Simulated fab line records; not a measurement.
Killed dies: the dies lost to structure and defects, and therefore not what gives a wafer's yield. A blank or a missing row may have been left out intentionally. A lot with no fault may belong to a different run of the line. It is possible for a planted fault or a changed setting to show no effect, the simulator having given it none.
fab line records	flow sky130
record lots=6	wafers=18	last_day=49
route steps=708 shown FIELD_ISO@6 NWELL@32 DNWELL@35 PWDE@45 PAD_OPEN@708
lots with no fault: from the same line, run without faults
start_h: hours from the record's opening day to when the first of the lot's shown wafers began	wait_h: hours from the lot's prior step to this one	" unchanged from the row above	L1.1+2: several wafers, shown together as one row	- no value, or no start given	* or withheld: withheld	< > ~ a bound
route shown NAME@n: NAME is a module with steps in the file, n the number in the route of the first one	usual: mean and standard deviation over wafers with no fault	same: alike in all rows	chamber/n: place in a boat	sites: each site's reading	_std_site: the values' standard deviation	_edge_site: the outer-site mean with the inner-site mean subtracted	radius_mm: how far each site lies from the wafer's centre	mask NAME#n: copy n	behind: the last tool/chamber to shape the wafer	hold: why the lot went on hold/how many hours it stayed there/how the hold came to an end	device: whichever transistor did not switch (one of n, p or np)	end of line: at the end of the route, the tests of the same wafers	a step with no rows: only its recipe	killed: dies that structure and defects cost at the first sort, which is not the same as the wafer's yield	map: shows each die of a wafer: x if killed, . if not, _ if none is there
set.NAME: the run value of the setting; set.NAME@STEP: its run value at that earlier step	model.NAME: the simulator's own value behind a step, which no gauge read
lots at selected steps of the route; one table per step, one row per wafer
services: when a tool's chamber went out of use (start_h, in hours from the record's first day, below 0 if earlier), for how many hours, and the reason
## steps
# step SKY_FIELD_ISO_DEHYDRATE_05
# recipe temp_c=200	time_s=60
# step SKY_FIELD_ISO_HMDS_06
# recipe prime_time_s=60	prime_temp_c=120
# step SKY_FIELD_ISO_COAT_07
# recipe resist=BARC	temp_c=withheld	time_s=withheld	spin_rpm=3000	resist_thk_nm=60
# step SKY_FIELD_ISO_COAT_08
# recipe resist=KrF-thick	spin_rpm=3000	resist_thk_nm=450
# step SKY_FIELD_ISO_SOFTBAKE_09
# recipe temp_c=100	time_s=90	resist=KrF-thick
# step SKY_FIELD_ISO_EXPOSE_10
# recipe mask_id=FOM	na=0.68	source_shape=annular	sigma_inner=0.4	sigma_outer=0.8	target_cd_nm=150	dose_mj=28
# step SKY_FIELD_ISO_PEB_11
# recipe peb_temp_c=withheld	peb_time_s=withheld	resist=KrF-thick
# step SKY_FIELD_ISO_DEVELOP_12
# recipe develop_time_s=60	resist=KrF-thick	dev_temp_c=21
# step SKY_FIELD_ISO_CD_MEAS_13
# recipe target_cd_nm=150
# usual cd_nm=150.0/1.6
lot.wafer	tool	chamber	start_h	wait_h	cd_nm
L178.1	cd_sem-01	-	53.68	-	151.2
L178.5	"	-	"	"	150.2
L178.6	"	-	"	"	149.8
L180.2	cd_sem-02	-	67.29	-	150.7
L180.3	"	-	"	"	150.7
L180.6	"	-	"	"	151.0
L182.2	cd_sem-02	-	74.79	-	150.3
L182.4	"	-	"	"	149.9
L182.5	"	-	"	"	150.1
L183.1	cd_sem-01	-	76.88	-	152.5
L183.3	"	-	"	"	151.5
L183.4	"	-	"	"	152.2
L184.2	cd_sem-01	-	84.45	-	148.9
L184.3	"	-	"	"	149.8
L184.5	"	-	"	"	150.1
L189.3	cd_sem-02	-	112.32	-	148.8
L189.5	"	-	"	"	148.7
L189.6	"	-	"	"	148.1
# step SKY_FIELD_ISO_ETCH_14
# recipe chemistry=N2/H2	target=BARC	ion_energy_ev=200	source_w=500	bias_w=100	pressure_mtorr=30	n2_flow_sccm=100	h2_flow_sccm=200	stop_on=SiO2	time_s=45.9	target_depth_a=600
# usual drypump_motor_current_A=5.5/0.41	oes_product_au=0.855/0.0051	throttle_valve_pct=13.223/0.0086
# same time_s=45.9
lot.wafer	tool	chamber	start_h	wait_h	drypump_motor_current_A	oes_product_au	rf_hours_counter_h	throttle_valve_pct
L178.1	rie_diel-01	1	53.80	0.1	5.4	0.859	12	13.229
L178.5	"	1	"	"	5.4	0.859	-	13.231
L178.6	"	2	"	"	6.2	0.854	-	13.235
L180.2	rie_diel-02	1	67.39	0.1	5.9	0.853	24	13.218
L180.3	"	3	"	"	5.3	0.858	14	13.224
L180.6	"	1	"	"	5.9	0.850	-	13.211
L182.2	rie_diel-03	1	74.89	0.1	4.9	0.860	4	13.221
L182.4	"	0	"	"	4.9	0.858	57	13.224
L182.5	"	3	"	"	5.9	0.852	-	13.218
L183.1	rie_diel-03	0	77.00	0.1	4.9	0.851	57	13.213
L183.3	"	3	"	"	5.9	0.855	148	13.218
L183.4	"	2	"	"	5.6	0.860	75	13.203
L184.2	rie_diel-02	2	84.55	0.1	5.5	0.855	90	13.223
L184.3	"	3	"	"	5.3	0.854	15	13.206
L184.5	"	3	"	"	5.3	0.853	-	13.223
L189.3	rie_diel-03	0	112.40	0.1	4.9	0.856	57	13.225
L189.5	"	0	"	"	4.9	0.861	-	13.226
L189.6	"	1	"	"	4.9	0.860	-	13.222
# step SKY_FIELD_ISO_ETCH_15
# recipe chemistry=CHF3/O2	target_depth_nm=180	stop_on=Si	source_w=600	bias_w=200	pressure_mtorr=40	chf3_flow_sccm=50	O2_flow_sccm=5	time_s=72
# usual drypump_motor_current_A=5.5/0.41	oes_product_au=0.989/0.0091	throttle_valve_pct=8.859/0.0088
# same time_s=72
lot.wafer	tool	chamber	start_h	wait_h	drypump_motor_current_A	oes_product_au	rf_hours_counter_h	throttle_valve_pct
L178.1	rie_diel-01	1	53.84	0.0	5.3	0.972	12	8.852
L178.5	"	1	"	"	5.4	0.974	-	8.855
L178.6	"	2	"	"	6.2	0.987	-	8.860
L180.2	rie_diel-02	1	67.43	0.0	5.9	1.003	24	8.864
L180.3	"	3	"	"	5.3	1.009	14	8.865
L180.6	"	1	"	"	5.9	0.995	-	8.860
L182.2	rie_diel-03	1	74.93	0.0	4.9	0.989	4	8.863
L182.4	"	0	"	"	4.9	0.983	57	8.868
L182.5	"	3	"	"	5.9	0.969	-	8.852
L183.1	rie_diel-03	0	77.04	0.0	4.9	0.988	57	8.856
L183.3	"	3	"	"	5.9	0.974	148	8.860
L183.4	"	2	"	"	5.6	0.992	75	8.865
L184.2	rie_diel-02	2	84.59	0.0	5.6	0.996	90	8.857
L184.3	"	3	"	"	5.3	1.009	15	8.869
L184.5	"	3	"	"	5.3	0.999	-	8.865
L189.3	rie_diel-03	0	112.44	0.0	4.9	0.982	57	8.852
L189.5	"	0	"	"	4.9	0.990	-	8.863
L189.6	"	1	"	"	4.9	0.997	-	8.851
# step SKY_FIELD_ISO_STRIP_16
# recipe chemistry=O2/N2	power_w=1400	pressure_mtorr=1500	platen_temp_c=withheld	o2_flow_sccm=3000	n2_flow_sccm=300	overash_fraction=0.5
# usual drypump_motor_current_A=5.6/0.61	o2_flow_sccm=3001/8.7	oes_product_au=0.379/0.0053	strip_time_to_endpoint_s=3.56/0.038
lot.wafer	tool	chamber	start_h	wait_h	drypump_motor_current_A	o2_flow_sccm	oes_product_au	rf_hours_counter_h	strip_time_to_endpoint_s
L178.1	plasma_asher-02	0	53.90	0.0	6.8	3003	0.392	30	3.62
L178.5	"	0	"	"	6.7	3005	0.386	-	3.60
L178.6	"	1	"	"	5.3	3017	0.380	-	3.57
L180.2	plasma_asher-02	0	67.49	0.0	6.8	2995	0.369	31	3.49
L180.3	"	0	"	"	6.8	2994	0.378	-	3.48
L180.6	"	0	"	"	6.8	2988	0.379	-	3.47
L182.2	plasma_asher-01	0	74.99	0.0	4.9	3002	0.379	42	3.58
L182.4	"	1	"	"	5.7	3001	0.381	-	3.57
L182.5	"	0	"	"	4.9	3002	0.387	-	3.64
L183.1	plasma_asher-02	1	77.10	0.0	5.3	3009	0.382	32	3.59
L183.3	"	0	"	"	6.8	2996	0.375	-	3.65
L183.4	"	1	"	"	5.3	2991	0.373	-	3.57
L184.2	plasma_asher-01	1	84.65	0.0	5.6	2995	0.378	43	3.55
L184.3	"	1	"	"	5.7	2988	0.372	-	3.53
L184.5	"	1	"	"	5.6	2996	0.369	-	3.54
L189.3	plasma_asher-01	0	112.53	0.1	4.9	3003	0.379	-	3.56
L189.5	"	0	"	"	4.9	2994	0.381	-	3.59
L189.6	"	1	"	"	5.6	2998	0.374	-	3.57
# step SKY_FIELD_ISO_ETCH_17
# recipe target_depth_a=3420	mask_material=Si3N4	chemistry=HBr/Cl2/O2	target=Si	taper_deg=5	icp_w=600	bias_w=150	pressure_mtorr=15	HBr_flow_sccm=150	Cl2_flow_sccm=40	O2_flow_sccm=6	time_s=97.7
# usual drypump_motor_current_A=5.8/0.41	oes_product_au=1.001/0.011	throttle_valve_pct=25.656/0.012
# same time_s=97.7
lot.wafer	tool	chamber	start_h	wait_h	drypump_motor_current_A	oes_product_au	rf_hours_counter_h	throttle_valve_pct
L178.1	rie_si-02	1	54.00	0.1	6.5	0.994	1	25.655
L178.5	"	1	"	"	6.5	0.990	-	25.661
L178.6	"	2	"	"	5.8	1.001	-	25.671
L180.2	rie_si-02	0	67.59	0.1	6.0	0.989	111	25.667
L180.3	"	2	"	"	5.8	1.003	113	25.651
L180.6	"	1	"	"	6.5	1.010	-	25.648
L182.2	rie_si-01	0	75.09	0.1	5.8	0.994	121	25.666
L182.4	"	0	"	"	5.8	1.003	-	25.655
L182.5	"	1	"	"	5.8	1.019	-	25.636
L183.1	rie_si-02	1	77.20	0.1	6.5	0.989	2	25.666
L183.3	"	3	"	"	6.1	0.989	116	25.655
L183.4	"	2	"	"	5.8	0.989	113	25.661
L184.2	rie_si-02	0	84.75	0.1	6.0	0.985	112	25.685
L184.3	"	3	"	"	6.1	0.993	116	25.658
L184.5	"	2	"	"	5.8	0.979	-	25.665
L189.3	rie_si-01	3	112.60	0.0	6.1	1.018	0	25.651
L189.5	"	3	"	"	6.1	1.010	-	25.651
L189.6	"	2	"	"	5.1	1.001	-	25.664
# step SKY_FIELD_ISO_WET_ETCH_18
# recipe chemistry=H3PO4	target_depth_nm=25	temp_c=160	target=Si3N4	time_s=286
# step SKY_FIELD_ISO_CLEAN_19
# recipe chemistry=SC1/SC2	mix=1:4:20	temp_c=70	time_s=150
# step SKY_FIELD_ISO_CLEAN_20
# recipe chemistry=dHF	time_s=20	dilution=100:1
# step SKY_FIELD_ISO_WET_ETCH_21
# recipe chemistry=dHF	dilution=100:1	target_depth_nm=20	dry=ipa_marangoni	target=SiO2	temp_c=25	time_s=400
# step SKY_FIELD_ISO_OXIDATION_22
# recipe temp_c=950	ambient=O2	stabilise_s=600	purge_s=300	target_thk_a=100	ox_time_s=623
# step SKY_FIELD_ISO_THK_MEAS_23
# recipe reads=SiO2_of_FIELD_ISO_OXIDATION_22
# usual FIELD_ISO_OXIDATION_01_THK=10.01/0.18
lot.wafer	tool	chamber	start_h	wait_h	FIELD_ISO_OXIDATION_01_THK[nm]
L178.1	film_metro-01	-	55.71	0.0	9.86
L178.5	"	-	"	"	9.86
L178.6	"	-	"	"	9.89
L180.2	film_metro-02	-	69.14	0.0	10.20
L180.3	"	-	"	"	10.01
L180.6	"	-	"	"	9.96
L183.1	film_metro-02	-	78.84	0.0	9.90
L183.3	"	-	"	"	9.92
L183.4	"	-	"	"	9.97
L182.2	film_metro-01	-	78.85	0.0	10.32
L182.4	"	-	"	"	10.34
L182.5	"	-	"	"	10.40
L184.2	film_metro-02	-	86.57	0.0	10.35
L184.3	"	-	"	"	10.16
L184.5	"	-	"	"	10.30
L189.3	film_metro-01	-	114.81	0.0	10.21
L189.5	"	-	"	"	10.24
L189.6	"	-	"	"	10.17
# step SKY_FIELD_ISO_CVD_24
# recipe material=SiO2	target_thk_nm=595	temp_c=650	sigma_open_frac=0.3	time_s=99.2	sih4_flow_sccm=60	pressure_mtorr=5.798
# step SKY_FIELD_ISO_THK_MEAS_25
# recipe reads=SiO2_of_FIELD_ISO_CVD_24
# usual FIELD_ISO_CVD_24_THK=595/6.5
lot.wafer	tool	chamber	start_h	wait_h	FIELD_ISO_CVD_24_THK[nm]
L178.1	film_metro-02	-	55.84	0.0	596
L178.5	"	-	"	"	601
L178.6	"	-	"	"	598
L180.2	film_metro-04	-	69.27	0.0	598
L180.3	"	-	"	"	600
L180.6	"	-	"	"	601
L182.2	film_metro-04	-	78.98	0.0	595
L182.4	"	-	"	"	592
L182.5	"	-	"	"	596
L183.1	film_metro-01	-	79.04	0.0	597
L183.3	"	-	"	"	598
L183.4	"	-	"	"	596
L184.2	film_metro-04	-	86.70	0.0	601
L184.3	"	-	"	"	599
L184.5	"	-	"	"	603
L189.3	film_metro-02	-	114.94	0.1	594
L189.5	"	-	"	"	608
L189.6	"	-	"	"	602
# step SKY_FIELD_ISO_ANNEAL_26
# recipe temp_c=1000	time_s=1800	ambient=N2
# step SKY_FIELD_ISO_CMP_27
# recipe stop_on=Si3N4	t_overpolish_s=16	down_force_psi=4	platen_rpm=60	target_thk_nm=457.8	pad_velocity_m_s=0.94248
# usual motor_current_A=12.4/1.1	overpolish_run_s=16.000/0.0092	platen_rpm=60.00/0.038	time_to_endpoint_s=113/5.3
lot.wafer	tool	chamber	start_h	wait_h	motor_current_A	overpolish_run_s	platen_rpm	time_to_endpoint_s
L178.1	cmp-02	1	58.40	0.1	13.4	16.002	59.92	111
L178.5	"	3	"	"	9.9	16.007	59.94	118
L178.6	"	0	"	"	11.8	16.005	60.00	116
L180.3	cmp-02	0	70.87	0.1	11.6	15.992	59.99	119
L180.2	"	2	"	"	12.0	16.001	60.00	111
L180.6	"	0	"	"	11.8	16.007	60.02	118
L182.2	cmp-02	2	81.92	0.1	12.2	15.994	60.08	103
L182.4	"	3	"	"	11.0	15.997	60.03	111
L182.5	"	1	"	"	13.0	16.006	60.00	105
L183.4	cmp-02	3	82.17	0.3	10.6	16.007	59.99	113
L183.3	"	0	"	"	12.2	16.001	59.99	109
L183.1	"	2	"	"	11.3	15.998	59.99	104
L184.2	cmp-01	1	88.35	0.1	11.2	15.998	60.06	114
L184.3	"	2	"	"	13.6	15.989	59.95	112
L184.5	"	0	"	"	12.7	15.995	59.99	113
L189.3	cmp-02	1	117.73	0.1	13.0	16.004	60.05	106
L189.6	"	0	"	"	12.3	16.003	59.90	113
L189.5	"	1	"	"	13.7	16.000	59.98	106
# step SKY_FIELD_ISO_WET_ETCH_28
# recipe chemistry=dHF	target_depth_nm=23.7	target=SiO2	dilution=10:1	temp_c=25	time_s=47
# step SKY_FIELD_ISO_WET_ETCH_29
# recipe chemistry=H3PO4	target_depth_nm=160	target=Si3N4	temp_c=160	time_s=1825
# step SKY_FIELD_ISO_WET_ETCH_30
# recipe chemistry=dHF	target_depth_nm=25	target=SiO2	dilution=10:1	temp_c=25	time_s=50
# step SKY_NWELL_CLEAN_00
# recipe chemistry=SC1/SC2	mix=1:4:20	temp_c=70	time_s=150	dry=n2_spin
# step SKY_NWELL_OXIDATION_01
# recipe temp_c=900	ambient=O2	stabilise_s=600	purge_s=300	target_thk_a=100	ox_time_s=1418
# step SKY_NWELL_THK_MEAS_02
# recipe reads=SiO2_of_NWELL_OXIDATION_01
# usual NWELL_OXIDATION_THK=10.05/0.18
lot.wafer	tool	chamber	start_h	wait_h	NWELL_OXIDATION_THK[nm]
L178.1	film_metro-02	-	60.61	0.0	10.28
L178.5	"	-	"	"	10.36
L178.6	"	-	"	"	10.48
L180.2	film_metro-03	-	74.24	0.0	9.88
L180.3	"	-	"	"	9.93
L180.6	"	-	"	"	10.02
L183.1	film_metro-02	-	85.38	0.0	10.28
L183.3	"	-	"	"	10.19
L183.4	"	-	"	"	10.15
L182.2	film_metro-03	-	85.39	0.0	9.99
L182.4	"	-	"	"	9.85
L182.5	"	-	"	"	9.85
L184.2	film_metro-03	-	90.56	0.0	9.89
L184.3	"	-	"	"	10.00
L184.5	"	-	"	"	9.98
L189.3	film_metro-03	-	121.61	0.0	10.08
L189.5	"	-	"	"	10.24
L189.6	"	-	"	"	10.30
# step SKY_DNWELL_DEHYDRATE_00
# recipe temp_c=200	time_s=60
# step SKY_DNWELL_HMDS_01
# recipe prime_time_s=60	prime_temp_c=120
# step SKY_DNWELL_COAT_02
# recipe spin_rpm=2000	resist_thk_nm=3000
# step SKY_DNWELL_SOFTBAKE_03
# recipe temp_c=110	time_s=withheld
# step SKY_DNWELL_EXPOSE_04
# recipe mask_id=DNM	na=0.57	target_cd_nm=3000	dose_mj=222
# step SKY_DNWELL_PEB_05
# recipe temp_c=115	time_s=withheld
# step SKY_DNWELL_DEVELOP_06
# recipe wall_angle_deg=90	developer=TMAH	develop_time_s=60	dev_temp_c=23
# step SKY_DNWELL_IMPLANT_07
# recipe species=P	energy_kev=withheld	dose_cm2=withheld	tilt_deg=withheld
# step SKY_DNWELL_STRIP_08
# recipe chemistry=O2/N2	power_w=1400	pressure_mtorr=1500	platen_temp_c=withheld	o2_flow_sccm=3000	n2_flow_sccm=300	overash_fraction=0.5
# usual drypump_motor_current_A=5.6/0.58	o2_flow_sccm=3000/9.7	oes_product_au=0.723/0.0043	strip_time_to_endpoint_s=36.95/0.099
lot.wafer	tool	chamber	start_h	wait_h	drypump_motor_current_A	o2_flow_sccm	oes_product_au	rf_hours_counter_h	strip_time_to_endpoint_s
L178.1	plasma_asher-04	0	75.62	0.1	5.7	2999	0.720	25	36.97
L178.5	"	1	"	"	5.2	2982	0.721	-	37.01
L178.6	"	0	"	"	5.6	3009	0.727	-	37.04
L180.2	plasma_asher-03	0	90.57	0.1	5.0	3007	0.724	44	37.01
L180.3	"	1	"	"	5.9	2992	0.724	-	37.06
L180.6	"	0	"	"	5.0	3000	0.723	-	37.07
L183.1	plasma_asher-02	1	102.32	0.1	5.3	2983	0.723	34	37.11
L183.3	"	1	"	"	5.3	2987	0.723	-	36.93
L183.4	"	0	"	"	6.8	3001	0.716	-	37.01
L182.2	plasma_asher-04	1	102.67	0.1	5.2	3004	0.722	28	36.93
L182.4	"	1	"	"	5.1	3010	0.725	-	37.03
L182.5	"	0	"	"	5.6	3002	0.726	-	37.00
L184.2	plasma_asher-04	1	108.87	0.1	5.1	3013	0.724	28	36.83
L184.3	"	0	"	"	5.6	2990	0.726	-	36.95
L184.5	"	1	"	"	5.1	3005	0.724	-	36.86
L189.3	plasma_asher-02	0	140.85	0.1	6.7	3013	0.722	-	36.99
L189.5	"	0	"	"	6.8	3003	0.718	-	37.03
L189.6	"	1	"	"	5.3	2988	0.724	-	37.10
# step SKY_DNWELL_TW_MEAS_09
# usual DNWELL_TW=1108/14
lot.wafer	tool	chamber	start_h	wait_h	DNWELL_TW
L178.1	film_metro-04	-	75.72	0.1	1133
L178.5	"	-	"	"	1130
L178.6	"	-	"	"	1131
L180.2	film_metro-04	-	90.68	0.1	1119
L180.3	"	-	"	"	1123
L180.6	"	-	"	"	1119
L183.1	film_metro-03	-	102.42	0.1	1112
L183.3	"	-	"	"	1107
L183.4	"	-	"	"	1103
L182.2	film_metro-04	-	102.78	0.1	1133
L182.4	"	-	"	"	1129
L182.5	"	-	"	"	1131
L184.2	film_metro-03	-	108.98	0.1	1103
L184.3	"	-	"	"	1102
L184.5	"	-	"	"	1101
L189.3	film_metro-02	-	140.94	0.1	1096
L189.5	"	-	"	"	1102
L189.6	"	-	"	"	1094
# step SKY_PWDE_DEHYDRATE_00
# recipe temp_c=200	time_s=60
# step SKY_PWDE_HMDS_01
# recipe prime_time_s=60	prime_temp_c=120
# step SKY_PWDE_COAT_02
# recipe spin_rpm=2000	resist_thk_nm=3000
# step SKY_PAD_OPEN_PROBE_99
# usual killed_at_M0_to_M3=43/7.2	killed_at_M4_up=3.5/2	killed_at_contacts=24/5.2	killed_at_front_end=15/4.4	killed_at_other=0.2/0.48	killed_dies=85/9.4	killed_on_rim=16/3.7	killed_open=46/7.3	killed_short=39/6.1
# same gross_dies=492	killed_at_back_side=0
lot.wafer	tool	chamber	start_h	wait_h	killed_at_M0_to_M3	killed_at_M4_up	killed_at_contacts	killed_at_front_end	killed_at_other	killed_dies	killed_on_rim	killed_open	killed_short
L178.1	prober-01	-	1100.72	0.1	42	6	21	22	0	91	13	48	43
L178.5	prober-01	-	1100.92	0.2	44	8	21	14	0	87	17	47	40
L178.6	prober-01	-	1100.97	0.2	42	3	32	9	0	86	14	51	35
L180.2	prober-02	-	1123.25	0.1	44	4	27	11	0	86	18	47	38
L180.3	prober-02	-	1123.30	0.2	37	2	23	19	0	81	15	43	38
L180.6	prober-02	-	1123.45	0.2	48	2	29	18	0	97	22	47	50
L182.2	prober-01	-	1125.70	0.1	42	6	29	19	0	96	15	44	52
L182.4	prober-01	-	1125.80	0.2	32	2	28	7	0	69	12	39	30
L184.2	prober-02	-	1127.20	0.1	47	7	20	62	0	136	27	37	46
L184.3	prober-02	-	1127.25	0.2	37	3	17	58	0	115	21	40	28
L184.5	prober-02	-	1127.35	0.2	26	2	14	42	0	84	21	31	32
L183.1	prober-02	-	1136.24	0.1	37	3	23	43	0	106	23	36	35
L183.3	prober-02	-	1136.34	0.2	52	2	18	66	0	138	29	53	32
L183.4	prober-02	-	1136.39	0.2	48	2	18	23	0	91	22	49	29
L189.3	prober-02	-	1165.16	0.2	47	1	27	19	0	94	17	52	41
L189.5	prober-02	-	1165.26	0.2	39	1	16	16	1	73	12	41	31
L189.6	prober-02	-	1165.31	0.2	49	1	40	6	0	96	28	53	43
# killed by level:class
L178.1 METAL1:geometric_particle:short=10 VIA1:geometric_particle:open=9 LI_CONTACT:geometric_particle:open=8 POLY_GATE:geometric_particle:open=6 VIA3:geometric_particle:open=6 POLY_GATE:geometric_particle:short=5 FIELD_ISO:geometric_particle:open=4 FIELD_ISO:geometric_particle:short=4
L178.5 VIA1:geometric_particle:open=11 VIA2:geometric_particle:open=11 METAL4:geometric_particle:short=8 LI_CONTACT:geometric_particle:open=7 CONTACT:geometric_particle:open=6 VIA1:geometric_particle:short=5 VIA2:geometric_particle:short=4 POLY_GATE:geometric_particle:open=4
L178.6 CONTACT:geometric_particle:open=11 VIA1:geometric_particle:open=8 VIA2:geometric_particle:open=8 LI_CONTACT:geometric_particle:open=7 LI_CONTACT:geometric_particle:short=5 METAL2:geometric_particle:short=5 VIA3:geometric_particle:open=5 VIA2:geometric_particle:short=4
L180.2 CONTACT:geometric_particle:open=11 VIA1:geometric_particle:open=9 LI_CONTACT:geometric_particle:open=8 VIA2:geometric_particle:open=7 METAL1:geometric_particle:short=6 METAL2:geometric_particle:short=5 FIELD_ISO:geometric_particle:open=4 FIELD_ISO:geometric_particle:short=4
L180.3 CONTACT:geometric_particle:short=7 LI_CONTACT:geometric_particle:open=7 CONTACT:geometric_particle:open=7 VIA1:geometric_particle:open=7 METAL1:geometric_particle:short=6 VIA3:geometric_particle:open=6 FIELD_ISO:geometric_particle:open=5 POLY_GATE:geometric_particle:short=5
L180.6 CONTACT:geometric_particle:open=12 VIA1:geometric_particle:open=9 VIA3:geometric_particle:open=8 FIELD_ISO:geometric_particle:short=7 METAL2:geometric_particle:short=7 LI_CONTACT:geometric_particle:short=6 METAL1:geometric_particle:short=5 FIELD_ISO:geometric_particle:open=4
L182.2 VIA2:geometric_particle:open=12 FIELD_ISO:geometric_particle:short=10 VIA3:geometric_particle:open=8 LI_CONTACT:geometric_particle:open=7 CONTACT:geometric_particle:open=7 CONTACT:geometric_particle:short=6 LI_CONTACT:geometric_particle:short=5 METAL4:geometric_particle:short=5
L182.4 LI_CONTACT:geometric_particle:open=10 CONTACT:geometric_particle:short=6 METAL1:geometric_particle:short=6 VIA2:geometric_particle:open=6 CONTACT:geometric_particle:open=5 VIA3:geometric_particle:open=5 VIA1:geometric_particle:short=4 VIA1:geometric_particle:open=4
L184.2 FIELD_ISO:unspecified=53 VIA2:geometric_particle:open=12 METAL2:geometric_particle:short=9 VIA1:geometric_particle:open=7 CONTACT:geometric_particle:open=6 METAL4:geometric_particle:short=6 VIA1:geometric_particle:short=5 LOCAL_INTERCONNECT:geometric_particle:short=4
L184.3 FIELD_ISO:unspecified=47 VIA1:geometric_particle:open=11 CONTACT:geometric_particle:open=8 POLY_GATE:geometric_particle:open=4 METAL2:geometric_particle:short=4 METAL1:geometric_particle:short=4 VIA1:geometric_particle:short=4 LI_CONTACT:geometric_particle:open=3
L184.5 FIELD_ISO:unspecified=21 FIELD_ISO:geometric_particle:open=8 CONTACT:geometric_particle:open=8 POLY_GATE:geometric_particle:short=6 VIA1:geometric_particle:open=4 METAL2:geometric_particle:short=4 SPACER:geometric_particle:short=3 METAL1:geometric_particle:short=3
L183.1 FIELD_ISO:unspecified=35 CONTACT:geometric_particle:open=9 VIA3:geometric_particle:open=7 METAL1:geometric_particle:short=5 VIA1:geometric_particle:open=5 METAL2:geometric_particle:short=5 LI_CONTACT:geometric_particle:open=4 CONTACT:geometric_particle:short=4
L183.3 FIELD_ISO:unspecified=47 VIA1:geometric_particle:open=17 VIA3:geometric_particle:open=6 FIELD_ISO:area_etch=6 CONTACT:geometric_particle:open=5 METAL1:geometric_particle:short=5 VIA2:geometric_particle:open=5 POLY_GATE:geometric_particle:open=4
L183.4 VIA1:geometric_particle:open=14 FIELD_ISO:unspecified=13 VIA2:geometric_particle:open=8 CONTACT:geometric_particle:open=8 VIA3:geometric_particle:open=7 LOCAL_INTERCONNECT:geometric_particle:short=5 METAL2:geometric_particle:short=5 POLY_GATE:geometric_particle:open=4
L189.3 VIA1:geometric_particle:open=12 CONTACT:geometric_particle:open=11 FIELD_ISO:geometric_particle:open=6 METAL2:geometric_particle:short=6 VIA2:geometric_particle:open=6 LI_CONTACT:geometric_particle:open=5 LOCAL_INTERCONNECT:geometric_particle:short=5 VIA3:geometric_particle:open=5
L189.5 VIA1:geometric_particle:open=9 METAL1:geometric_particle:short=7 FIELD_ISO:geometric_particle:open=5 FIELD_ISO:geometric_particle:short=5 CONTACT:geometric_particle:open=5 METAL1:geometric_particle:open=5 CONTACT:geometric_particle:short=4 METAL2:geometric_particle:open=4
L189.6 CONTACT:geometric_particle:open=14 VIA1:geometric_particle:open=12 LI_CONTACT:geometric_particle:open=9 CONTACT:geometric_particle:short=9 METAL2:geometric_particle:short=8 VIA3:geometric_particle:open=6 VIA3:geometric_particle:short=6 LOCAL_INTERCONNECT:geometric_particle:short=5
# map L183.3 (x killed, . not)
__________....x..x.._________
________xx.........x.._______
______.xx.....x........._____
_____..x.xxx..........x..____
____.x.......x............___
___......x..x.x.x..x.x..x..__
__x.x...x............x......_
_.......x....x..xx..........x
_.xx.....x..x..x.............
_..xx..x...x.............xxxx
_.....x...xxx.xxx...........x
_..x.xxx.xx.x..x........xx...
_..x..x...x........x.....x.x.
_..xx.x............x....x....
_......x.....xx...x.x......x.
__.x..xx.............x...x.._
___...........xx.xx......x.__
____..x......xxxxxx..x....___
_____.x..x.xxxxxxxxxx...x____
______......xxxxxxxxx..._____
________....xxxxxxxxxx_______
__________.xxxxxxxxx_________
# map L184.2 (x killed, . not)
__________........x._________
________........x..x.._______
______.................x_____
_____x...xx.....x.....x.x____
____..x.x......x...x.x....___
___.xx.....x.x.xx....xx...x__
__.....x.x..........x..x...._
_x..............x.....x......
_.xx....x..............x...xx
_.....x..........x..x.....x..
_........x.x..x.x.......x....
_..x........x.......x.......x
_...x...xx.......x.x......x..
_.........x.......x.........x
_.......x.x.x..x.x.xx.....x..
__.xx.....x...xxx.x.x......._
___............xxxxxx......__
____..xxx.x.xxxxxxxxxxx..x___
_____x......xxxxxxxxxxx..____
______.......xxxxxxxxxx._____
________..x..xxxxxxxxx_______
__________..x.xxxxxx_________
## services
tool	chamber	start_h	hours	kind
rie_si-02	3	44.17	21.6	repair
cmp-01	-	45.43	2.8	repair
rie_si-01	1	57.72	4.1	repair
rie_diel-03	1	60.50	8.1	repair
rie_si-01	3	67.98	-	clean
rie_si-01	3	67.98	19.1	scheduled_down
rie_si-01	3	67.98	19.1	vent_cycle
rie_diel-02	-	74.23	1.1	repair
cmp-02	-	75.12	4.0	pm
cmp-01	-	79.12	7.1	pm
cmp-02	-	79.12	-	consumable_replace:conditioner
cmp-02	-	79.12	-	consumable_replace:pad
cmp-01	-	89.01	5.9	repair
rie_diel-02	3	101.56	1.2	repair
plasma_asher-03	-	108.75	9.0	pm
plasma_asher-03	0	108.75	9.0	vent_cycle
plasma_asher-03	1	108.75	9.0	vent_cycle
cmp-01	-	115.34	0.6	repair
plasma_asher-03	0	117.75	-	clean
plasma_asher-03	1	117.75	-	clean
rie_diel-01	1	119.57	24.1	repair
plasma_asher-04	-	131.74	15.6	pm
## key
first_sign step=SKY_PAD_OPEN_PROBE_99	reading=killed_at_front_end	direction=up	sigmas=7.8	usual=15	struck=49
effect step=SKY_PAD_OPEN_PROBE_99	reading=killed_dies	direction=up	sigmas=2.8	usual=85	struck=112	wafers_moved=4
met_at SKY_FIELD_ISO_ETCH_17
struck_wafers L183.1,L183.3,L183.4,L184.2,L184.3,L184.5
tester_left_out L183,L184
onset_between 67.59 77.20
fault kind=chamber_particle_source	tool=rie_si-02	chamber=-	onset_h=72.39	steps=SKY_FIELD_ISO_ETCH_17	rate_per_visit_cm2=1.1935	end_h=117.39
# tester_left_out: of these lots the tester's yield and bins aren't shown, on N5 and GAA mostly nor the transistor test; their killed dies are dies lost to structure and defects alone, not to doping, threshold or leakage, so they don't give the yield
